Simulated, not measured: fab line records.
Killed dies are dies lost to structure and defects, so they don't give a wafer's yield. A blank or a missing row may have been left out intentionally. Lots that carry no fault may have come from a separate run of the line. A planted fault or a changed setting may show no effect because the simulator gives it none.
fab line records	flow sky130
[record] lots = 24	wafers = 72	lastDay = 50
route steps=708 shown FIELD_ISO@3 VT_ADJUST_HVTR@142 LDD_P@263 LOCAL_INTERCONNECT@389
lots that met no fault: taken from a fault-free run of the same line
startH: hours from the record's first day to the start of the lot's first wafer shown	waitH: hours elapsed since this lot's preceding step	" identical to the entry in the row above	L1.1+2: a row that stands for several wafers	- either no value or no given start	* or withheld: withheld	< > ~ a bound
route shown NAME@n: a module of which the file shows steps, and the number in the route of the first	usual: mean and standard deviation over wafers with no fault	same: alike in all rows	chamber/n: place in a boat	sites: the reading at each site	_std_site: the values' standard deviation	_edge_site: the outer-site mean with the inner-site mean subtracted	radiusMm: for every site, how far away it sits from the centre of the wafer	mask NAME#n: copy n	behind: the most recent tool/chamber to have shaped the wafer	hold: cause of the lot's hold/its duration in hours/its outcome	device: which transistor (n, p or np) failed to switch	end of line: tests of these same wafers at the route's end	a step with no rows: only its recipe	killed: at the first sort, the dies lost to defects and structure; wafer yield is something else	map: shows each die of a wafer: x if killed, . if not, _ if none is there
set.NAME: the setting the step ran with; set.NAME@STEP: the setting that earlier step ran with	model.NAME: the simulator's own value behind a step, which no gauge read
a sample of lots followed through the steps of the route, with each step as a table and each wafer as a row
services: a tool's chamber out of use, with start hour (startH, from the record's first day; less than 0 if before it), hours out, and reason
[[steps]]
[step SKY_FIELD_ISO_THK_MEAS_02]
[recipe] reads = SiO2_of_FIELD_ISO_OXIDATION_01
[usual] FIELD_ISO_OXIDATION_00_THK = 12.14/0.21
lot.wafer	tool	chamber	startH	waitH	FIELD_ISO_OXIDATION_00_THK[nm]
L074.1	filmMetro-01	-	11.63	0.0	12.05
L074.2	"	-	"	"	11.96
L074.3	"	-	"	"	11.99
L075.1	filmMetro-01	-	17.41	0.0	12.12
L075.2	"	-	"	"	12.01
L075.6	"	-	"	"	12.21
L076.2	filmMetro-04	-	22.08	0.0	11.96
L076.3	"	-	"	"	11.95
L076.5	"	-	"	"	12.23
L077.1	filmMetro-03	-	27.09	0.0	11.93
L077.3	"	-	"	"	11.80
L077.6	"	-	"	"	11.89
L078.2	filmMetro-03	-	31.84	0.0	12.06
L078.4	"	-	"	"	12.19
L078.6	"	-	"	"	12.37
L079.2	filmMetro-03	-	38.81	0.0	12.19
L079.3	"	-	"	"	12.28
L079.4	"	-	"	"	12.24
L080.1	filmMetro-04	-	43.07	0.0	11.96
L080.2	"	-	"	"	12.03
L080.4	"	-	"	"	12.00
L081.1	filmMetro-04	-	49.11	0.0	11.82
L081.4	"	-	"	"	11.91
L081.5	"	-	"	"	11.75
L082.1	filmMetro-03	-	52.02	0.0	11.95
L082.5	"	-	"	"	11.84
L082.6	"	-	"	"	11.69
L083.1	filmMetro-01	-	57.81	0.0	12.07
L083.4	"	-	"	"	12.11
L083.5	"	-	"	"	11.98
L084.1	filmMetro-03	-	61.63	0.0	12.20
L084.4	"	-	"	"	12.17
L084.6	"	-	"	"	12.07
L085.1	filmMetro-01	-	67.35	0.0	12.42
L085.4	"	-	"	"	12.46
L085.5	"	-	"	"	12.45
L086.4	filmMetro-01	-	72.94	0.0	12.37
L086.5	"	-	"	"	12.05
L086.6	"	-	"	"	12.08
L087.1	filmMetro-03	-	76.99	0.0	12.13
L087.2	"	-	"	"	12.06
L087.3	"	-	"	"	12.23
L088.4	filmMetro-01	-	81.66	0.0	12.55
L088.5	"	-	"	"	12.77
L088.6	"	-	"	"	12.70
L089.1	filmMetro-01	-	87.84	0.0	12.03
L089.3	"	-	"	"	12.28
L089.5	"	-	"	"	12.23
L090.1	filmMetro-01	-	93.28	0.0	12.58
L090.2	"	-	"	"	12.28
L090.5	"	-	"	"	12.24
L091.3	filmMetro-01	-	97.81	0.0	12.11
L091.5	"	-	"	"	12.18
L091.6	"	-	"	"	12.18
L092.1	filmMetro-03	-	103.55	0.0	12.03
L092.5	"	-	"	"	12.22
L092.6	"	-	"	"	12.02
L093.1	filmMetro-01	-	107.09	0.0	11.99
L093.2	"	-	"	"	11.99
L093.4	"	-	"	"	12.21
L094.3	filmMetro-01	-	112.72	0.0	12.02
L094.5	"	-	"	"	12.17
L094.6	"	-	"	"	11.91
L095.2	filmMetro-03	-	116.64	0.0	12.19
L095.5	"	-	"	"	12.23
L095.6	"	-	"	"	12.40
L096.1	filmMetro-03	-	122.18	0.0	12.26
L096.2	"	-	"	"	12.25
L096.5	"	-	"	"	12.50
L097.2	filmMetro-01	-	126.64	0.0	12.10
L097.3	"	-	"	"	12.37
L097.5	"	-	"	"	12.13
[step SKY_FIELD_ISO_CD_MEAS_13]
[recipe] targetCdNm = 150
[usual] cdNm = 149.6/1.6
lot.wafer	tool	chamber	startH	waitH	cdNm
L074.1	cdSem-01	-	29.11	-	149.4
L074.2	"	-	"	"	149.7
L074.3	"	-	"	"	147.6
L075.1	cdSem-02	-	33.89	-	148.3
L075.2	"	-	"	"	150.1
L075.6	"	-	"	"	148.1
L076.2	cdSem-01	-	39.53	-	150.0
L076.3	"	-	"	"	149.6
L076.5	"	-	"	"	149.0
L077.1	cdSem-01	-	44.36	-	151.7
L077.3	"	-	"	"	150.7
L077.6	"	-	"	"	151.1
L078.2	cdSem-01	-	48.88	-	149.5
L078.4	"	-	"	"	150.4
L078.6	"	-	"	"	148.9
L079.2	cdSem-01	-	55.88	-	148.4
L079.3	"	-	"	"	146.8
L079.4	"	-	"	"	148.3
L080.1	cdSem-01	-	60.51	-	150.0
L080.2	"	-	"	"	149.2
L080.4	"	-	"	"	148.6
L081.1	cdSem-01	-	66.86	-	148.6
L081.4	"	-	"	"	150.0
L081.5	"	-	"	"	149.0
L082.1	cdSem-02	-	70.16	-	150.4
L082.5	"	-	"	"	149.6
L082.6	"	-	"	"	150.5
L083.1	cdSem-02	-	75.84	-	150.0
L083.4	"	-	"	"	149.0
L083.5	"	-	"	"	148.9
L084.1	cdSem-02	-	82.16	-	148.6
L084.4	"	-	"	"	150.2
L084.6	"	-	"	"	149.5
L085.1	cdSem-01	-	85.99	-	153.0
L085.4	"	-	"	"	151.7
L085.5	"	-	"	"	154.1
L086.4	cdSem-01	-	91.85	-	149.1
L086.5	"	-	"	"	150.4
L086.6	"	-	"	"	149.8
L087.1	cdSem-01	-	94.76	-	146.3
L087.2	"	-	"	"	147.3
L087.3	"	-	"	"	147.9
L088.4	cdSem-02	-	100.17	-	148.4
L088.5	"	-	"	"	148.9
L088.6	"	-	"	"	149.7
L089.1	cdSem-02	-	108.69	-	146.5
L089.3	"	-	"	"	147.2
L089.5	"	-	"	"	148.1
L090.1	cdSem-02	-	114.21	-	148.9
L090.2	"	-	"	"	149.5
L090.5	"	-	"	"	151.2
L091.3	cdSem-01	-	116.90	-	149.8
L091.5	"	-	"	"	148.8
L091.6	"	-	"	"	150.7
L092.1	cdSem-01	-	125.49	-	148.3
L092.5	"	-	"	"	148.7
L092.6	"	-	"	"	149.1
L093.1	cdSem-01	-	127.59	-	151.4
L093.2	"	-	"	"	151.4
L093.4	"	-	"	"	151.3
L094.3	cdSem-01	-	132.88	-	148.9
L094.5	"	-	"	"	151.0
L094.6	"	-	"	"	150.9
L095.2	cdSem-01	-	137.08	-	148.6
L095.5	"	-	"	"	149.7
L095.6	"	-	"	"	149.8
L096.1	cdSem-01	-	142.44	-	149.4
L096.2	"	-	"	"	149.7
L096.5	"	-	"	"	151.7
L097.2	cdSem-02	-	147.26	-	152.1
L097.3	"	-	"	"	151.3
L097.5	"	-	"	"	151.4
[step SKY_VT_ADJUST_HVTR_TW_MEAS_11]
[usual] VT_ADJUST_HVTR_TW = 209.1/2.4
lot.wafer	tool	chamber	startH	waitH	VT_ADJUST_HVTR_TW
L074.1	filmMetro-02	-	198.74	0.1	211.2
L074.2	"	-	"	"	211.6
L074.3	"	-	"	"	210.6
L075.1	filmMetro-01	-	210.74	0.1	212.4
L075.2	"	-	"	"	211.5
L075.6	"	-	"	"	210.8
L076.2	filmMetro-01	-	220.87	0.1	210.7
L076.3	"	-	"	"	211.8
L076.5	"	-	"	"	211.5
L077.1	filmMetro-02	-	222.70	0.1	208.3
L077.3	"	-	"	"	208.5
L077.6	"	-	"	"	209.1
L078.2	filmMetro-03	-	228.16	0.1	205.4
L078.4	"	-	"	"	206.9
L078.6	"	-	"	"	206.3
L079.2	filmMetro-02	-	236.12	0.1	207.9
L079.3	"	-	"	"	208.4
L079.4	"	-	"	"	208.1
L080.1	filmMetro-02	-	245.66	0.1	209.5
L080.2	"	-	"	"	209.1
L080.4	"	-	"	"	208.6
L081.1	filmMetro-03	-	256.30	0.1	205.2
L081.4	"	-	"	"	205.6
L081.5	"	-	"	"	205.3
L082.1	filmMetro-02	-	257.93	0.1	208.2
L082.5	"	-	"	"	209.4
L082.6	"	-	"	"	208.9
L083.1	filmMetro-03	-	265.95	0.1	206.1
L083.4	"	-	"	"	206.4
L083.5	"	-	"	"	206.1
L084.1	filmMetro-03	-	279.04	0.1	205.8
L084.4	"	-	"	"	205.7
L084.6	"	-	"	"	205.9
L085.1	filmMetro-02	-	291.23	0.1	208.2
L085.4	"	-	"	"	208.5
L085.5	"	-	"	"	208.8
L086.4	filmMetro-03	-	291.56	0.1	207.2
L086.5	"	-	"	"	207.2
L086.6	"	-	"	"	206.5
L087.1	filmMetro-02	-	299.39	0.1	209.0
L087.2	"	-	"	"	209.6
L087.3	"	-	"	"	209.0
L088.4	filmMetro-02	-	305.21	0.1	207.7
L088.5	"	-	"	"	209.0
L088.6	"	-	"	"	209.4
L089.1	filmMetro-01	-	315.09	0.1	213.0
L089.3	"	-	"	"	211.8
L089.5	"	-	"	"	211.8
L090.1	filmMetro-01	-	322.06	0.1	212.1
L090.2	"	-	"	"	212.3
L090.5	"	-	"	"	212.5
L091.3	filmMetro-02	-	325.06	0.1	208.1
L091.5	"	-	"	"	206.9
L091.6	"	-	"	"	207.3
L092.1	filmMetro-01	-	350.29	0.1	210.1
L092.5	"	-	"	"	211.9
L092.6	"	-	"	"	211.9
L093.1	filmMetro-03	-	352.58	0.1	207.3
L093.2	"	-	"	"	206.3
L093.4	"	-	"	"	206.2
L095.2	filmMetro-01	-	361.59	0.1	212.6
L095.5	"	-	"	"	212.7
L095.6	"	-	"	"	211.9
L094.3	filmMetro-03	-	361.90	0.1	206.6
L094.5	"	-	"	"	207.4
L094.6	"	-	"	"	205.8
L096.1	filmMetro-01	-	367.83	0.1	212.5
L096.2	"	-	"	"	213.0
L096.5	"	-	"	"	212.0
L097.2	filmMetro-01	-	371.49	0.1	211.8
L097.3	"	-	"	"	211.2
L097.5	"	-	"	"	213.1
[step SKY_LDD_P_OVL_MEAS_08]
[usual] LDD_P_OVL = 0.7/1.1
lot.wafer	tool	chamber	startH	waitH	LDD_P_OVL[nm]
L074.1	overlay-02	-	424.58	0.1	-0.2
L074.2	"	-	"	"	0.5
L074.3	"	-	"	"	1.2
L075.1	overlay-02	-	439.74	0.1	-1.2
L075.2	"	-	"	"	0.8
L075.6	"	-	"	"	0.7
L077.1	overlay-02	-	456.45	0.1	0.3
L077.3	"	-	"	"	-1.7
L077.6	"	-	"	"	1.6
L076.2	overlay-01	-	456.81	0.1	1.2
L076.3	"	-	"	"	1.6
L076.5	"	-	"	"	2.5
L078.2	overlay-02	-	463.76	0.1	0.7
L078.4	"	-	"	"	1.1
L078.6	"	-	"	"	0.1
L079.2	overlay-01	-	467.41	0.1	0.7
L079.3	"	-	"	"	2.7
L079.4	"	-	"	"	0.7
L080.1	overlay-01	-	491.91	0.1	0.8
L080.2	"	-	"	"	-0.3
L080.4	"	-	"	"	0.5
L081.1	overlay-02	-	499.13	0.1	0.7
L081.4	"	-	"	"	-0.6
L081.5	"	-	"	"	-0.3
L082.1	overlay-01	-	503.33	0.1	0.5
L082.5	"	-	"	"	-0.9
L082.6	"	-	"	"	1.3
L083.1	overlay-02	-	511.35	0.1	1.5
L083.4	"	-	"	"	1.3
L083.5	"	-	"	"	-0.1
L084.1	overlay-01	-	525.23	0.1	1.1
L084.4	"	-	"	"	-1.8
L084.6	"	-	"	"	2.1
L085.1	overlay-02	-	538.18	0.1	0.8
L085.4	"	-	"	"	1.6
L085.5	"	-	"	"	-0.7
L086.4	overlay-02	-	552.51	0.1	0.7
L086.5	"	-	"	"	1.3
L086.6	"	-	"	"	-0.2
L087.1	overlay-01	-	557.66	0.1	2.2
L087.2	"	-	"	"	1.7
L087.3	"	-	"	"	1.3
L088.4	overlay-02	-	558.98	0.1	0.8
L088.5	"	-	"	"	0.4
L088.6	"	-	"	"	1.2
L089.1	overlay-01	-	565.36	0.1	2.5
L089.3	"	-	"	"	1.9
L089.5	"	-	"	"	1.1
L090.1	overlay-02	-	573.91	0.1	-0.4
L090.2	"	-	"	"	0.6
L090.5	"	-	"	"	1.2
L091.3	overlay-02	-	575.19	0.1	2.2
L091.5	"	-	"	"	1.6
L091.6	"	-	"	"	0.2
L092.1	overlay-01	-	601.70	0.1	-0.3
L092.5	"	-	"	"	0.6
L092.6	"	-	"	"	-0.1
L093.1	overlay-01	-	605.38	0.1	0.0
L093.2	"	-	"	"	1.1
L093.4	"	-	"	"	0.6
L095.2	overlay-01	-	612.18	0.1	-0.3
L095.5	"	-	"	"	0.3
L095.6	"	-	"	"	0.4
L094.3	overlay-02	-	616.96	0.1	0.7
L094.5	"	-	"	"	0.7
L094.6	"	-	"	"	-0.2
L096.1	overlay-01	-	624.80	0.1	0.1
L096.2	"	-	"	"	2.2
L096.5	"	-	"	"	3.2
L097.2	overlay-02	-	628.61	0.1	-0.7
L097.3	"	-	"	"	0.1
L097.5	"	-	"	"	-0.4
[step SKY_LOCAL_INTERCONNECT_THK_MEAS_02]
[recipe] thkMeasGauge = xrf	reads = TiN_of_LOCAL_INTERCONNECT_SPUTTER_00
[usual] LOCAL_INTERCONNECT_TIN_THK = 100.9/0.87
lot.wafer	tool	chamber	startH	waitH	LOCAL_INTERCONNECT_TIN_THK[nm]
L074.1	filmMetro-01	-	667.26	0.1	101.5
L074.2	"	-	"	"	100.7
L074.3	"	-	"	"	100.6
L075.1	filmMetro-02	-	681.01	0.1	100.1
L075.2	"	-	"	"	100.6
L075.6	"	-	"	"	99.6
L077.1	filmMetro-02	-	722.56	0.1	100.7
L077.3	"	-	"	"	100.6
L077.6	"	-	"	"	100.2
L078.2	filmMetro-01	-	722.74	0.1	100.4
L078.4	"	-	"	"	100.1
L078.6	"	-	"	"	100.6
L076.2	filmMetro-04	-	723.37	0.1	101.1
L076.3	"	-	"	"	101.2
L076.5	"	-	"	"	100.9
L079.2	filmMetro-01	-	723.72	0.1	101.4
L079.3	"	-	"	"	101.1
L079.4	"	-	"	"	101.1
L080.1	filmMetro-01	-	729.24	0.1	100.1
L080.2	"	-	"	"	100.3
L080.4	"	-	"	"	100.5
L081.1	filmMetro-01	-	734.75	0.1	99.6
L081.4	"	-	"	"	100.2
L081.5	"	-	"	"	99.3
L082.1	filmMetro-04	-	736.28	0.1	99.9
L082.5	"	-	"	"	99.9
L082.6	"	-	"	"	100.4
L083.1	filmMetro-04	-	745.58	0.1	101.0
L083.4	"	-	"	"	99.9
L083.5	"	-	"	"	100.6
L084.1	filmMetro-01	-	758.40	0.1	101.4
L084.4	"	-	"	"	101.2
L084.6	"	-	"	"	100.3
L085.1	filmMetro-01	-	770.98	0.1	99.4
L085.4	"	-	"	"	100.1
L085.5	"	-	"	"	100.4
L086.4	filmMetro-04	-	784.28	0.1	101.2
L086.5	"	-	"	"	100.4
L086.6	"	-	"	"	101.2
L087.1	filmMetro-02	-	787.93	0.1	100.2
L087.2	"	-	"	"	99.9
L087.3	"	-	"	"	99.8
L088.4	filmMetro-01	-	789.35	0.1	102.7
L088.5	"	-	"	"	102.8
L088.6	"	-	"	"	103.0
L089.1	filmMetro-01	-	792.49	0.1	101.3
L089.3	"	-	"	"	100.5
L089.5	"	-	"	"	100.9
L090.1	filmMetro-01	-	803.81	0.1	100.8
L090.2	"	-	"	"	100.6
L090.5	"	-	"	"	101.4
L091.3	filmMetro-02	-	804.46	0.1	100.6
L091.5	"	-	"	"	100.2
L091.6	"	-	"	"	101.5
L092.1	filmMetro-04	-	826.13	0.1	101.9
L092.5	"	-	"	"	101.7
L092.6	"	-	"	"	101.1
L093.1	filmMetro-01	-	831.89	0.1	100.7
L093.2	"	-	"	"	101.3
L093.4	"	-	"	"	101.5
L095.2	filmMetro-01	-	837.92	0.1	101.4
L095.5	"	-	"	"	100.7
L095.6	"	-	"	"	100.6
L094.3	filmMetro-01	-	841.26	0.1	103.0
L094.5	"	-	"	"	101.0
L094.6	"	-	"	"	102.9
L096.1	filmMetro-04	-	845.82	0.1	101.7
L096.2	"	-	"	"	101.2
L096.5	"	-	"	"	100.9
L097.2	filmMetro-04	-	851.75	0.1	101.5
L097.3	"	-	"	"	101.6
L097.5	"	-	"	"	101.1
[step SKY_LOCAL_INTERCONNECT_METAL_ETCH_14]
[recipe] targetDepthNm = 110	stopOn = PSG	chemistry = Cl2/BCl3	target = TiN	resistSidewallDeg = 88	pressureMtorr = 10	icpW = 900	biasW = 48.5	Cl2_flow_sccm = 60	bcl3FlowSccm = 30	timeS = 31.4
[usual] chamberPressureMTorr = 9.999/0.0085	drypumpMotorCurrentA = 6.17/0.19	mfcCl2Sccm = 60.00/0.19	oesProductAu = 0.939/0.0064	throttleValvePct = 21.904/0.0089
lot.wafer	tool	chamber	startH	waitH	chamberPressureMTorr	drypumpMotorCurrentA	mfcCl2Sccm	oesProductAu	rfHoursCounterH	throttleValvePct
L074.1	rieMetal-03	0	695.12	0.0	10.008	6.11	60.12	0.939	0	21.900
L074.2	"	1	"	"	10.004	6.18	60.30	0.938	8	21.898
L074.3	"	0	"	"	9.995	6.10	59.55	0.943	-	21.898
L075.1	rieMetal-03	1	709.06	0.0	10.034	6.15	59.78	0.931	8	21.920
L075.2	"	0	"	"	9.986	6.12	59.98	0.935	1	21.897
L075.6	"	0	"	"	9.999	6.11	59.89	0.931	-	21.902
L077.1	rieMetal-02	1	750.29	0.1	10.001	6.22	59.92	0.937	16	21.911
L077.3	"	1	"	"	10.007	6.22	59.85	0.943	-	21.911
L077.6	"	1	"	"	9.989	6.23	60.21	0.937	-	21.895
L078.2	rieMetal-01	0	750.67	0.0	10.001	6.35	60.24	0.942	6	21.907
L078.4	"	1	"	"	10.004	6.24	59.67	0.928	-	21.899
L078.6	"	1	"	"	10.017	6.23	60.24	0.937	-	21.909
L076.2	rieMetal-02	1	751.26	0.1	10.002	6.23	60.41	0.943	-	21.911
L076.3	"	1	"	"	9.994	6.23	60.04	0.942	-	21.899
L076.5	"	1	"	"	9.987	6.22	60.54	0.945	-	21.895
L079.2	rieMetal-01	0	751.30	0.0	10.009	6.39	60.40	0.940	6	21.890
L079.3	"	1	"	"	10.006	6.27	60.07	0.944	-	21.907
L079.4	"	0	"	"	10.008	6.39	60.22	0.943	-	21.900
L080.1	rieMetal-03	1	756.51	0.0	9.998	6.16	59.82	0.940	10	21.907
L080.2	"	0	"	"	9.997	6.11	59.99	0.929	2	21.910
L080.4	"	0	"	"	9.988	6.11	59.98	0.935	-	21.903
L081.1	rieMetal-02	1	762.24	0.1	9.999	6.24	59.95	0.929	17	21.920
L081.4	"	1	"	"	10.001	6.23	60.06	0.927	-	21.910
L081.5	"	1	"	"	9.999	6.24	60.01	0.931	-	21.918
L082.1	rieMetal-01	0	763.52	0.0	9.982	6.37	59.68	0.940	7	21.899
L082.5	"	1	"	"	9.989	6.21	60.12	0.929	-	21.917
L082.6	"	0	"	"	9.997	6.39	59.89	0.931	-	21.922
L083.1	rieMetal-02	1	772.42	0.1	9.997	6.22	59.69	0.947	18	21.893
L083.4	"	1	"	"	9.997	6.24	59.65	0.931	-	21.903
L083.5	"	1	"	"	10.005	6.23	59.79	0.928	-	21.908
L084.1	rieMetal-01	0	785.43	0.0	9.999	6.37	60.14	0.945	7	21.905
L084.4	"	1	"	"	9.999	6.20	60.04	0.937	-	21.909
L084.6	"	0	"	"	10.005	6.37	59.86	0.942	-	21.905
L085.1	rieMetal-01	0	798.12	0.0	9.995	6.42	60.14	0.934	8	21.893
L085.4	"	1	"	"	9.986	6.23	60.15	0.939	-	21.905
L085.5	"	1	"	"	10.010	6.22	60.09	0.929	-	21.922
L086.4	rieMetal-03	1	811.27	0.0	10.004	6.19	59.98	0.939	-	21.896
L086.5	"	0	"	"	10.005	6.12	60.06	0.938	-	21.889
L086.6	"	1	"	"	9.992	6.18	59.95	0.943	-	21.908
L087.1	rieMetal-01	1	814.26	0.0	9.993	6.22	60.00	0.931	5	21.905
L087.2	"	0	"	"	9.993	6.41	59.95	0.932	9	21.908
L087.3	"	1	"	"	10.003	6.25	59.83	0.940	-	21.909
L088.4	rieMetal-02	0	815.54	0.1	9.993	5.74	60.29	0.947	-	21.898
L088.5	"	0	"	"	9.992	5.74	59.85	0.952	-	21.908
L088.6	"	0	"	"	9.999	5.73	60.02	0.948	-	21.877
L089.1	rieMetal-02	0	818.83	0.1	9.999	5.73	59.49	0.938	2	21.919
L089.3	"	0	"	"	10.000	5.75	59.82	0.940	-	21.922
L089.5	"	0	"	"	9.995	5.72	59.66	0.937	-	21.906
L090.1	rieMetal-03	1	830.02	0.0	10.001	6.14	59.92	0.935	12	21.911
L090.2	"	0	"	"	9.996	6.11	59.84	0.930	5	21.903
L090.5	"	0	"	"	9.992	6.14	59.85	0.939	-	21.908
L091.3	rieMetal-01	1	830.97	0.0	10.006	6.23	60.03	0.943	-	21.888
L091.5	"	1	"	"	9.999	6.25	60.24	0.934	-	21.904
L091.6	"	0	"	"	9.984	6.36	59.87	0.939	-	21.891
L092.1	rieMetal-03	1	852.68	0.1	10.001	6.14	60.01	0.949	13	21.906
L092.5	"	0	"	"	10.010	6.11	59.92	0.938	-	21.912
L092.6	"	1	"	"	10.003	6.17	59.94	0.938	-	21.902
L093.1	rieMetal-03	0	858.19	0.1	9.998	6.11	60.01	0.943	6	21.900
L093.2	"	1	"	"	10.001	6.14	59.97	0.943	13	21.892
L093.4	"	1	"	"	10.009	6.15	60.25	0.948	-	21.913
L095.2	rieMetal-02	0	864.36	0.0	9.992	5.74	59.99	0.949	4	21.900
L095.5	"	1	"	"	9.990	6.22	59.84	0.941	-	21.889
L095.6	"	0	"	"	9.989	5.76	59.70	0.928	-	21.906
L094.3	rieMetal-02	1	867.09	0.0	9.980	6.23	59.64	0.940	-	21.899
L094.5	"	0	"	"	10.011	5.73	59.87	0.945	-	21.901
L094.6	"	1	"	"	10.004	6.24	59.80	0.951	-	21.907
L096.1	rieMetal-01	1	871.53	0.0	10.013	6.23	60.01	0.945	7	21.899
L096.2	"	0	"	"	10.005	6.42	59.92	0.945	11	21.912
L096.5	"	1	"	"	9.993	6.25	60.20	0.935	-	21.900
L097.2	rieMetal-01	0	876.88	0.0	9.993	6.39	59.76	0.937	11	21.902
L097.3	"	0	"	"	9.998	6.42	59.88	0.933	-	21.896
L097.5	"	1	"	"	10.004	6.21	59.89	0.942	-	21.916
[[services]]
tool	chamber	startH	hours	kind
rieMetal-02	0	686.84	101.4	repair
rieMetal-03	1	778.97	1.2	repair
rieMetal-02	0	788.20	-	clean
rieMetal-02	0	788.20	15.7	scheduledDown
rieMetal-02	0	788.20	15.7	ventCycle
rieMetal-02	1	803.91	-	clean
rieMetal-02	1	803.91	17.3	scheduledDown
rieMetal-02	1	803.91	17.3	ventCycle
rieMetal-03	0	871.79	5.1	repair
[[key]]
fault none
